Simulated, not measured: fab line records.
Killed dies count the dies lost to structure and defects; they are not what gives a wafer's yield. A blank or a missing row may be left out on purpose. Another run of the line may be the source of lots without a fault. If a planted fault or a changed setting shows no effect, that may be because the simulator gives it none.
Code-filled problem report in 8D (eight disciplines) form :: flow gf180mcu :: the parts of the form that need people (team, actions taken, sign-off) are left out

== 1. PROBLEM STATEMENT ==
Mean NSD_RS at GF_PSD_RS_MEAS_14: 50.47 ohm/sq over 6 wafers in 2 lots; fault-free wafers: 46.10 ohm/sq, standard deviation 0.077. That is +57 standard deviations from the usual mean.
The step: measures by four-point-probe.
The first sign was on wafer L151.4 at day 18 22:07, on film_metro-01. The record has a number at this step for 39 wafers belonging to 13 lots. By rule, "out" or "out of limits" means more than 4 standard deviations away from the usual mean. Any other wafer with a number is counted as sound.

== 2. WHAT IT IS; WHAT IT IS NOT ==
question: which readings at this step
is: NSD_RS
is not: -

question: which lots
is: L151, L154
is not: L139, L140, L141, L142, L143, L144, L145, L147, L149, L150, L161

question: which wafers of those lots
is: all that have a number
is not: -

question: read on which gauges
is: film_metro-01, film_metro-03
is not: film_metro-02

question: when
is: from day 18 22:07
is not: up to then (30 sound wafers); but 3 sound wafers of L161 came after

== 3. SUSPECTS, AND WHAT RULES EACH OUT ==
Counting: any tool at a process step up to the reading is kept as a suspect provided that every lot that is out went through it and no sound lot did after the first of them.
- ruled out: the gauge at GF_PSD_RS_MEAS_14. Those wafers that are out were read across 2 gauges (film_metro-01, film_metro-03).
- rtp_anneal-01 at GF_PSD_RTA_13 (time 20 s): kept. It ran every lot that is out, first L151 (day 18 21:59), and no sound lot after that; its last sound lot up to then is L150 (day 18 15:44). Out on those wafers are its own readings of wafer_temp_C_max.
Left after counting: rtp_anneal-01 at GF_PSD_RTA_13.

== 4. THE CAUSE (what the simulator had put in) ==
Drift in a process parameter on rtp_anneal-01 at GF_PSD_RTA_13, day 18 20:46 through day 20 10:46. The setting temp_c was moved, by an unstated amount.
Counting left only this tool.

== 5. THE CHAIN OF EFFECTS, in route order ==
Rows list readings where the struck wafers' mean (over those with a number) sits beyond 3 standard deviations from the usual. Only readings whose record carries a usual standard deviation are examined. hours: median over the lots of the time between each lot's start at the first step of this table that gives one and its start at this step. sigmas: the change, counted in usual standard deviations.
hours: 0
step: GF_PSD_RTA_13
reading: lamp_power_pct
usual: 32.8 %
on struck wafers: 29.4
change: -3.3
sigmas: -3.5

hours: 0
step: GF_PSD_RTA_13
reading: wafer_temp_C_max
usual: 1028.7
on struck wafers: 993.7
change: -35.0
sigmas: -35

hours: 0
step: GF_PSD_RS_MEAS_14
reading: NSD_RS
usual: 46.10 ohm/sq
on struck wafers: 50.47
change: +4.37
sigmas: +57

hours: 0
step: GF_PSD_RS_MEAS_15
reading: PSD_RS
usual: 108.50 ohm/sq
on struck wafers: 133.16
change: +24.66
sigmas: +99 or more
Process steps it contains:
- GF_PSD_RTA_13: time 20 s.

== 6. WHAT WOULD HAVE CAUGHT IT SOONER ==
In this record the first reading out of limits at a measuring or inspecting step was taken at day 18 22:07, 1 hour after the fault began at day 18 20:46.
The tool's own readings at GF_PSD_RTA_13 were out on every struck wafer that the step has a row for (wafer_temp_C_max): an alarm limit on them would have fired on the first of those.
L154, from the lots that are out (2), started GF_PSD_RTA_13 on rtp_anneal-01 later than day 18 22:07. Putting the tool on hold at that point would have spared it.
